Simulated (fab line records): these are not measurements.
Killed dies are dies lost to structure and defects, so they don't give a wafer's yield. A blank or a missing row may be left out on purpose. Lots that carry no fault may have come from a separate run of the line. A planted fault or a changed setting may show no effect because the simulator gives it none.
fab line records | flow gf180mcu
record: lots: 12 wafers: 36 last-day: 34
route steps=602 shown NSD@247 PSD@257 SAB@265
lots with no fault: from the same line, run without faults
start-h: the number of hours between the record's first day and the start of the first shown wafer of the lot | wait-h: how many hours have passed since the lot's step before this one | " repeats the value in the row above | L1.1+2: a single row standing in for several wafers | - no value, or no start was given | * or withheld: withheld | < > ~ a bound
route shown NAME@n: NAME is a module with steps in the file, n the number in the route of the first one | usual: average and standard deviation across the fault-free wafers | same: alike in all rows | chamber/n: place in a boat | sites: readings site by site | _std_site: standard deviation across them | _edge_site: mean of outer sites minus mean of inner sites | radius-mm: how far each site lies from the wafer's centre | mask NAME#n: copy n | behind: the tool/chamber that last shaped the wafer | hold: reason for holding the lot/hours on hold/outcome of the hold | device: which transistor (n, p or np) failed to switch | end of line: the route-end tests of the same wafers | for a step that has no rows: nothing shown but its recipe | killed: the dies lost at the first sort to structure and to defects; this is not the yield of the wafer | map: a wafer's dies, x killed, . not, _ none there
set.NAME: setting as actually run; set.NAME@STEP: the setting as run at that earlier step | model.NAME: the simulator's own value behind a step, which no gauge read
one table for each step of the route and one row for each wafer, over a sample of lots
services: when a tool's chamber went out of use (start-h, in hours from the record's first day, below 0 if earlier), for how many hours, and the reason
== steps ==
step: GF_NSD_TW_MEAS_12
usual: NSD_TW: 4246/41
columns lot.wafer tool chamber start-h wait-h NSD_TW
L129.2 film-metro-04 - 291.16 0.1 4296
L129.4 " - " " 4265
L129.6 " - " " 4310
L133.2 film-metro-02 - 326.46 0.1 4174
L133.5 " - " " 4173
L133.6 " - " " 4171
L136.1 film-metro-04 - 351.28 0.1 4281
L136.2 " - " " 4272
L136.6 " - " " 4300
L141.2 film-metro-02 - 393.04 0.1 4179
L141.3 " - " " 4168
L141.5 " - " " 4176
L142.2 film-metro-04 - 410.78 0.1 4234
L142.3 " - " " 4230
L142.5 " - " " 4215
L143.1 film-metro-04 - 418.85 0.1 4222
L143.3 " - " " 4240
L143.6 " - " " 4214
L144.1 film-metro-02 - 434.07 0.1 4197
L144.3 " - " " 4192
L144.6 " - " " 4197
L145.2 film-metro-01 - 439.98 0.1 4291
L145.3 " - " " 4274
L145.6 " - " " 4288
L147.3 film-metro-01 - 452.85 0.1 4259
L147.5 " - " " 4281
L147.6 " - " " 4316
L149.3 film-metro-04 - 463.04 0.1 4252
L149.5 " - " " 4238
L149.6 " - " " 4246
L150.1 film-metro-04 - 479.43 0.1 4242
L150.2 " - " " 4250
L150.3 " - " " 4227
L152.1 film-metro-01 - 490.47 0.1 4261
L152.5 " - " " 4309
L152.6 " - " " 4282
step: GF_PSD_IMPLANT_09
recipe: species: BF2 energy-kev: 40 dose-cm2: 1.5e+15 tilt-deg: 7
usual: beam-energy-keV: 39.999/0.015
same: implant-ion-amu: 49
columns lot.wafer tool chamber start-h wait-h beam-energy-keV
L129.2 implanter-01 0 311.81 0.0 39.984
L129.4 " 0 " " 40.008
L129.6 " 0 " " 40.015
L133.2 implanter-03 0 348.10 0.0 53.231
L133.5 " 0 " " 53.242
L133.6 " 0 " " 53.261
L136.1 implanter-03 0 373.85 0.0 53.257
L136.2 " 0 " " 53.263
L136.6 " 0 " " 53.256
L141.2 implanter-02 0 416.18 0.0 39.971
L141.3 " 0 " " 39.989
L141.5 " 0 " " 39.983
L142.2 implanter-03 0 434.94 0.0 39.986
L142.3 " 0 " " 40.018
L142.5 " 0 " " 40.011
L143.1 implanter-01 0 443.65 0.0 40.012
L143.3 " 0 " " 39.988
L143.6 " 0 " " 39.996
L144.1 implanter-03 0 458.25 0.0 40.003
L144.3 " 0 " " 39.996
L144.6 " 0 " " 40.016
L145.2 implanter-03 0 464.13 0.0 40.010
L145.3 " 0 " " 39.996
L145.6 " 0 " " 40.010
L147.3 implanter-03 0 476.82 0.1 40.002
L147.5 " 0 " " 39.985
L147.6 " 0 " " 40.004
L149.3 implanter-02 0 487.12 0.1 40.006
L149.5 " 0 " " 40.016
L149.6 " 0 " " 40.009
L150.1 implanter-03 0 503.25 0.0 39.964
L150.2 " 0 " " 39.977
L150.3 " 0 " " 39.994
L152.1 implanter-03 0 514.27 0.0 39.992
L152.5 " 0 " " 39.993
L152.6 " 0 " " 39.989
step: GF_PSD_STRIP_10
recipe: chemistry: O2/N2 power-w: 1400 pressure-mtorr: 1500 platen-temp-c: 250 o2-flow-sccm: 3000 n2-flow-sccm: 300 overash-fraction: 0.5
usual: drypump-motor-current-A: 5.5/0.31 heater-power-w: 331/15 oes-product-au: 0.591/0.0045 strip-time-to-endpoint-s: 16.54/0.037
columns lot.wafer tool chamber start-h wait-h drypump-motor-current-A heater-power-w oes-product-au rf-hours-counter-h strip-time-to-endpoint-s
L129.2 plasma-asher-01 1 311.93 0.1 5.9 325 0.595 66 16.51
L129.4 " 1 " " 5.9 325 0.599 - 16.57
L129.6 " 1 " " 5.9 328 0.591 - 16.51
L133.2 plasma-asher-01 0 348.22 0.1 5.2 318 0.560 70 17.74
L133.5 " 1 " " 5.9 325 0.563 - 17.74
L133.6 " 0 " " 5.3 317 0.560 - 17.76
L136.1 plasma-asher-01 1 374.00 0.1 5.9 328 0.567 73 17.77
L136.2 " 0 " " 5.2 314 0.568 73 17.81
L136.6 " 1 " " 5.9 326 0.568 - 17.83
L141.2 plasma-asher-04 1 416.30 0.1 5.5 340 0.591 63 16.53
L141.3 " 1 " " 5.4 334 0.592 - 16.52
L141.5 " 1 " " 5.4 332 0.595 - 16.57
L142.2 plasma-asher-04 1 435.07 0.1 5.4 339 0.594 65 16.48
L142.3 " 1 " " 5.4 328 0.594 - 16.47
L142.5 " 1 " " 5.4 336 0.597 - 16.47
L143.1 plasma-asher-01 0 443.80 0.1 5.2 304 0.590 1 16.52
L143.3 " 0 " " 5.2 306 0.596 - 16.55
L143.6 " 1 " " 5.9 347 0.594 - 16.52
L144.1 plasma-asher-02 1 458.40 0.1 5.1 346 0.580 79 16.58
L144.3 " 1 " " 5.1 335 0.591 - 16.57
L144.6 " 0 " " 5.9 344 0.593 - 16.53
L145.2 plasma-asher-01 0 464.25 0.1 5.2 303 0.584 4 16.49
L145.3 " 0 " " 5.3 305 0.592 - 16.51
L145.6 " 1 " " 6.0 342 0.594 - 16.52
L147.3 plasma-asher-02 1 476.95 0.1 5.1 344 0.588 - 16.55
L147.5 " 1 " " 5.1 338 0.591 - 16.58
L147.6 " 0 " " 5.9 345 0.595 - 16.56
L149.3 plasma-asher-02 0 487.25 0.1 5.9 357 0.590 - 16.57
L149.5 " 0 " " 5.9 351 0.590 - 16.56
L149.6 " 1 " " 5.1 336 0.596 - 16.52
L150.1 plasma-asher-01 1 503.40 0.1 5.9 348 0.591 8 16.56
L150.2 " 0 " " 5.2 295 0.594 8 16.60
L150.3 " 1 " " 5.9 338 0.590 - 16.56
L152.1 plasma-asher-04 0 514.42 0.1 5.4 317 0.594 73 16.47
L152.5 " 1 " " 5.5 334 0.593 - 16.50
L152.6 " 0 " " 5.4 317 0.595 - 16.51
step: GF_PSD_TW_MEAS_11
usual: PSD_TW: 3180/32
columns lot.wafer tool chamber start-h wait-h PSD_TW
L129.2 film-metro-04 - 312.04 0.1 3188
L129.4 " - " " 3197
L129.6 " - " " 3203
L133.2 film-metro-01 - 348.33 0.1 3445
L133.5 " - " " 3450
L133.6 " - " " 3444
L136.1 film-metro-02 - 374.10 0.1 3402
L136.2 " - " " 3416
L136.6 " - " " 3407
L141.2 film-metro-01 - 416.41 0.1 3201
L141.3 " - " " 3207
L141.5 " - " " 3202
L142.2 film-metro-04 - 435.18 0.1 3196
L142.3 " - " " 3215
L142.5 " - " " 3202
L143.1 film-metro-02 - 443.90 0.1 3130
L143.3 " - " " 3113
L143.6 " - " " 3113
L144.1 film-metro-02 - 458.50 0.1 3157
L144.3 " - " " 3144
L144.6 " - " " 3146
L145.2 film-metro-01 - 464.36 0.1 3209
L145.3 " - " " 3201
L145.6 " - " " 3230
L147.3 film-metro-02 - 477.04 0.1 3136
L147.5 " - " " 3152
L147.6 " - " " 3160
L149.3 film-metro-01 - 487.34 0.1 3212
L149.5 " - " " 3226
L149.6 " - " " 3206
L150.1 film-metro-01 - 503.50 0.1 3196
L150.2 " - " " 3218
L150.3 " - " " 3208
L152.1 film-metro-02 - 514.52 0.1 3139
L152.5 " - " " 3130
L152.6 " - " " 3132
step: GF_PSD_RS_MEAS_15
recipe: thk-meas-gauge: four-point-probe
usual: PSD_RS: 108.60/0.21
columns lot.wafer tool chamber start-h wait-h PSD_RS[ohm/sq]
L129.2 film-metro-01 - 312.36 0.1 108.58
L129.4 " - " " 108.75
L129.6 " - " " 108.35
L133.2 film-metro-04 - 348.70 0.1 97.60
L133.5 " - " " 97.63
L133.6 " - " " 97.79
L136.1 film-metro-04 - 374.41 0.1 97.64
L136.2 " - " " 97.71
L136.6 " - " " 97.68
L141.2 film-metro-04 - 416.74 0.1 108.42
L141.3 " - " " 108.72
L141.5 " - " " 108.66
L142.2 film-metro-02 - 435.50 0.1 108.51
L142.3 " - " " 108.36
L142.5 " - " " 108.41
L143.1 film-metro-01 - 444.21 0.1 108.53
L143.3 " - " " 108.51
L143.6 " - " " 108.29
L144.1 film-metro-04 - 458.82 0.1 108.56
L144.3 " - " " 108.72
L144.6 " - " " 108.68
L145.2 film-metro-02 - 464.69 0.1 108.46
L145.3 " - " " 108.38
L145.6 " - " " 108.19
L147.3 film-metro-04 - 477.37 0.1 108.54
L147.5 " - " " 108.38
L147.6 " - " " 108.60
L149.3 film-metro-04 - 487.72 0.1 108.45
L149.5 " - " " 108.69
L149.6 " - " " 108.61
L150.1 film-metro-02 - 503.81 0.1 109.26
L150.2 " - " " 108.85
L150.3 " - " " 108.60
L152.1 film-metro-04 - 514.91 0.1 108.80
L152.5 " - " " 108.74
L152.6 " - " " 108.73
step: GF_SAB_THK_MEAS_01
recipe: reads: SiO2_of_SAB_CVD_00
usual: SAB_CVD_00_THK: 50.0/0.65
columns lot.wafer tool chamber start-h wait-h SAB_CVD_00_THK[nm]
L129.2 film-metro-04 - 312.49 0.0 50.8
L129.4 " - " " 49.6
L129.6 " - " " 50.6
L133.2 film-metro-03 - 348.83 0.0 48.7
L133.5 " - " " 50.5
L133.6 " - " " 49.8
L136.1 film-metro-01 - 374.55 0.0 49.8
L136.2 " - " " 49.7
L136.6 " - " " 50.7
L141.2 film-metro-03 - 416.87 0.0 49.3
L141.3 " - " " 50.0
L141.5 " - " " 49.7
L142.2 film-metro-03 - 435.63 0.0 50.4
L142.3 " - " " 50.3
L142.5 " - " " 50.8
L143.1 film-metro-03 - 444.35 0.0 49.2
L143.3 " - " " 49.1
L143.6 " - " " 50.0
L144.1 film-metro-03 - 458.96 0.0 49.5
L144.3 " - " " 50.3
L144.6 " - " " 50.5
L145.2 film-metro-03 - 464.82 0.0 50.3
L145.3 " - " " 49.4
L145.6 " - " " 50.1
L147.3 film-metro-01 - 477.49 0.0 50.1
L147.5 " - " " 50.8
L147.6 " - " " 50.9
L149.3 film-metro-03 - 487.85 0.0 50.2
L149.5 " - " " 49.9
L149.6 " - " " 49.6
L150.1 film-metro-04 - 503.95 0.0 50.9
L150.2 " - " " 50.4
L150.3 " - " " 50.7
L152.1 film-metro-01 - 515.05 0.0 49.5
L152.5 " - " " 50.0
L152.6 " - " " 50.0
step: GF_SAB_OVL_MEAS_10
usual: SAB_OVL: -1.4/1.5
columns lot.wafer tool chamber start-h wait-h SAB_OVL[nm]
L129.2 overlay-01 - 333.04 0.1 -4.5
L129.4 " - " " -3.0
L129.6 " - " " -2.1
L133.2 overlay-02 - 370.35 0.1 -3.4
L133.5 " - " " -1.7
L133.6 " - " " -1.1
L136.1 overlay-02 - 396.96 0.1 -2.8
L136.2 " - " " -2.1
L136.6 " - " " -1.1
L141.2 overlay-01 - 440.44 0.1 -2.1
L141.3 " - " " 0.1
L141.5 " - " " -1.5
L142.2 overlay-02 - 459.47 0.1 -0.8
L142.3 " - " " 0.3
L142.5 " - " " -1.4
L143.1 overlay-01 - 468.63 0.1 0.9
L143.3 " - " " 2.2
L143.6 " - " " 1.5
L144.1 overlay-01 - 482.51 0.1 -0.4
L144.3 " - " " -0.9
L144.6 " - " " 0.3
L145.2 overlay-02 - 488.45 0.1 -2.1
L145.3 " - " " -2.9
L145.6 " - " " -2.0
L147.3 overlay-02 - 500.97 0.1 -0.2
L147.5 " - " " 0.2
L147.6 " - " " 0.7
L149.3 overlay-02 - 511.74 0.1 0.9
L149.5 " - " " -0.9
L149.6 " - " " -0.7
L150.1 overlay-01 - 527.33 0.1 -1.0
L150.2 " - " " -2.4
L150.3 " - " " -1.7
L152.1 overlay-02 - 537.33 0.1 0.3
L152.5 " - " " -0.7
L152.6 " - " " -1.9
== services ==
columns tool chamber start-h hours kind
implanter-02 - 322.14 19.2 pm
implanter-01 - 346.54 1.6 repair
plasma-asher-01 - 348.78 2.8 pm
plasma-asher-02 - 354.33 14.6 pm
implanter-03 - 364.40 0.9 repair
implanter-03 - 376.20 2.4 repair
plasma-asher-02 - 381.77 5.9 repair
plasma-asher-02 - 385.60 1.0 repair
plasma-asher-02 - 415.64 1.5 repair
plasma-asher-01 - 421.25 9.0 pm
plasma-asher-01 0 421.25 9.0 vent-cycle
plasma-asher-01 1 421.25 9.0 vent-cycle
plasma-asher-01 0 430.25 - clean
plasma-asher-01 1 430.25 - clean
implanter-01 - 435.35 3.7 repair
implanter-02 - 475.83 7.8 repair
implanter-03 - 479.52 3.3 pm
== key ==
first-sign: step: GF_PSD_IMPLANT_09 reading: beam-energy-keV direction: up sigmas: 99+ usual: 39.999 struck: 53.252
effect: step: GF_PSD_STRIP_10 reading: strip-time-to-endpoint-s direction: up sigmas: 33 usual: * struck: *
effect: step: GF_PSD_TW_MEAS_11 reading: PSD_TW direction: up sigmas: 7.7 usual: 3180 struck: 3427
effect: step: GF_PSD_RS_MEAS_15 reading: PSD_RS direction: down sigmas: 51 usual: 108.60 struck: 97.68
met-at GF_PSD_IMPLANT_09
struck-lots L133,L136
tester-left-out L133,L136
not-acting-at GF_NSD_TW_MEAS_12,GF_SAB_THK_MEAS_01,GF_SAB_OVL_MEAS_10
fault: kind: process-parameter-drift tool: implanter-03 chamber: - onset-h: 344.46 steps: GF_PSD_IMPLANT_09 channel: energy-kev offset: 13.267 shape: step end-h: 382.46 acts-in: these-recipes-only stated: 40
tester-left-out: of these lots the tester's yield and bins aren't shown, on N5 and GAA mostly nor the transistor test; their killed dies are dies lost to structure and defects alone, not to doping, threshold or leakage, so they don't give the yield
